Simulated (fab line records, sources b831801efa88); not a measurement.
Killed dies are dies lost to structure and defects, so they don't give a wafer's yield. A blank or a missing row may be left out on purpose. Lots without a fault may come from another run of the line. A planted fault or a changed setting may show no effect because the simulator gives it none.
Chamber matching | flow gf180mcu | GF_CONTACT_CMP_04 on cmp-01: 4 sister chambers
The step polishes SiO2. 4 wafers are shown with their chamber, then 12 later ones without.

WAFERS WITH THEIR CHAMBER
wafer  | chamber | motor_current_A (A)
L087.4 | 2       | 9.6
L090.3 | 1       | 12.4
L090.4 | 3       | 10.3
L090.6 | 0       | 13.1

WAFERS WITHOUT THEIR CHAMBER
wafer  | motor_current_A (A)
L091.1 | 10.1
L091.2 | 10.7
L091.6 | 10.2
L092.2 | 9.7
L092.4 | 13.2
L092.6 | 10.6
L096.1 | 13.4
L096.3 | 10.2
L096.6 | 10.6
L097.1 | 14.1
L097.2 | 10.6
L097.3 | 10.2

WHICH CHAMBER EACH WENT THROUGH
wafer  | from the rows above     | in truth
L091.1 | can't be placed: 3 or 2 | 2
L091.2 | can't be placed: 3 or 2 | 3
L091.6 | can't be placed: 3 or 2 | 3
L092.2 | can't be placed: 2 or 3 | 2
L092.4 | can't be placed: 0 or 1 | 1
L092.6 | can't be placed: 3 or 2 | 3
L096.1 | can't be placed: 0 or 1 | 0
L096.3 | can't be placed: 3 or 2 | 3
L096.6 | can't be placed: 3 or 2 | 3
L097.1 | can't be placed: 0 or 1 | 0
L097.2 | can't be placed: 3 or 2 | 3
L097.3 | can't be placed: 3 or 2 | 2
Placed correctly: 0 of 12. Can't be placed from these rows: 12 (the true chamber is among the candidates in 12). Placed wrongly: 0.
How it was worked out, from the rows above alone: a wafer's distance from a chamber is the root of the sum, over the readings, of the square of ((its reading less the chamber's mean) divided by the reading's scatter). The wafer belongs to the nearest chamber; if the next one is less than 2 further off, it can't be placed. A chamber's mean is the mean of its shown wafers. The scatter: with one shown wafer a chamber, the root of the mean of the squares of how far each hidden wafer lies from its nearest shown one.
